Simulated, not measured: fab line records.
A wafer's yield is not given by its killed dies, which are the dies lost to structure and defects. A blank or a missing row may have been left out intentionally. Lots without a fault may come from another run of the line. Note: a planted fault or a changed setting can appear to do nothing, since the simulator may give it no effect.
Comparing a struck lot with a sound one ; flow gf180mcu ; 18 steps out of a route of 602
Sound: these wafers, L687.1, L687.2, L687.4. Wafers L698.1, L698.5, L698.6 were the ones struck. At the end, the cause is stated.
Each step with rows lists, per side, the tool, then ch with its chambers, then its first start. Under that, the readings that differ: sound wafers ; struck wafers ; difference of the means ; sigmas: that difference in standard deviations of wafers without a fault.
alike: readings with means less than 2 such deviations apart, plus words and numbers identical on both sides. not compared: withheld readings, readings lacking a value on some wafer, bounds such as >300 that could conceal the same value, and numbers that have no deviation in the record and whose values overlap.
A row with sigmas, a row that says differs or no value, or rows on one side alone: a step with any of these is where the two part. Numbers that don't overlap but have no deviation are shown without sigmas and don't part them. Lack of a reading on every wafer of one side parts them only where that side has two or more wafers.

first, 1 step without rows for these wafers: GF_M4_SPUTTER_00 (material Ti, target thk 37.5 nm, time 150 s).
GF_M4_SPUTTER_01: material TiN, target thk 30 nm, time 25 s.
  sound: pvdSputter-04 at day 26 01:41; struck: pvdSputter-01 at day 29 07:17
  alike: throttleValvePct
GF_M4_SPUTTER_02: material AlCu, target thk 450 nm, time 23.9 s.
  sound: pvdSputter-04 at day 26 01:43; struck: pvdSputter-01 at day 29 07:19
  alike: throttleValvePct
GF_M4_SPUTTER_03: material Ti, target thk 10 nm, time 6.7 s.
  sound: pvdSputter-04 at day 26 01:45; struck: pvdSputter-01 at day 29 07:21
  alike: throttleValvePct
GF_M4_SPUTTER_04: material TiN, target thk 50 nm, time 41.7 s.
  sound: pvdSputter-04 at day 26 01:46; struck: pvdSputter-01 at day 29 07:22
  alike: throttleValvePct
GF_M4_RS_MEAS_05: measurement is done with a four-point probe.
  sound: filmMetro-03 at day 26 01:49; struck: filmMetro-04 at day 29 07:25
  alike: M4_ALCU_RS
GF_M4_THK_MEAS_06: measures by xrf.
  sound: filmMetro-03 at day 26 01:56; struck: filmMetro-04 at day 29 07:32
  alike: M4_ALCU_THK
then, 5 steps without rows for these wafers: GF_M4_DEHYDRATE_07 (time 60 s); GF_M4_HMDS_08 (prime time 60 s); GF_M4_COAT_09 (resist thk 1000 nm); GF_M4_SOFTBAKE_10 (time 60 s); GF_M4_EXPOSE_11 (exposes mask Metal4, target cd 280 nm).
GF_M4_PEB_12: peb time 90 s.
  sound on lithoTrack-04 ch 0, day 26 22:10; struck on lithoTrack-01 ch 0, day 30 01:20
reading;sound;struck;difference;sigmas
heaterPowerTotalW (W);85.74 85.57 85.66;114.52 114.39 114.27;+28.74;+99 or more
then, 1 step without rows for these wafers: GF_M4_DEVELOP_13 (develop time 60 s).
GF_M4_CD_MEAS_14 targets a cd of 280 nm.
  sound: cdSem-02 at day 26 22:31; struck: cdSem-02 at day 30 01:41
reading;sound;struck;difference;sigmas
cdNm (nm);278.7 280.1 279.9;309.6 309.4 309.3;+29.9;+30
GF_M4_OVL_MEAS_15:
  sound: overlay-02 at day 26 22:38; struck: overlay-01 at day 30 01:49
  alike: M4_OVL
GF_M4_METAL_ETCH_16: etches the open film in Cl2/BCl3, stops on SiO2, target depth 627.5 nm, time 104.6 s.
  sound on rieMetal-04 ch 0,1, day 26 22:40; struck on rieMetal-02 ch 0,1, day 30 01:51
reading;sound;struck;difference;sigmas
model.M4.cdNm (nm);275.4 282 277.6;311.3 310.2 312.2;+32.9;
  alike: drypumpMotorCurrentA, oesProductAu, rfFwdPowerW, throttleValvePct
  not compared: rfHoursCounterH
GF_M4_STRIP_17: strips in O2/N2.
  sound on plasmaAsher-01 ch 0,1, day 26 22:47; struck on plasmaAsher-02 ch 0,1, day 30 01:58
reading;sound;struck;difference;sigmas
heaterPowerW (W);354 345 349;283 277 299;-63;-2
n2FlowSccm (sccm);300.9 300.7 300.2;297.6 299.1 298.0;-2.4;-2
  alike: drypumpMotorCurrentA, oesProductAu, stripTimeToEndpointS
  not compared: rfHoursCounterH

== WHERE THEY PART ==
First at GF_M4_PEB_12; last, within this record, at GF_M4_STRIP_17.

WHY: whatever the simulator had introduced
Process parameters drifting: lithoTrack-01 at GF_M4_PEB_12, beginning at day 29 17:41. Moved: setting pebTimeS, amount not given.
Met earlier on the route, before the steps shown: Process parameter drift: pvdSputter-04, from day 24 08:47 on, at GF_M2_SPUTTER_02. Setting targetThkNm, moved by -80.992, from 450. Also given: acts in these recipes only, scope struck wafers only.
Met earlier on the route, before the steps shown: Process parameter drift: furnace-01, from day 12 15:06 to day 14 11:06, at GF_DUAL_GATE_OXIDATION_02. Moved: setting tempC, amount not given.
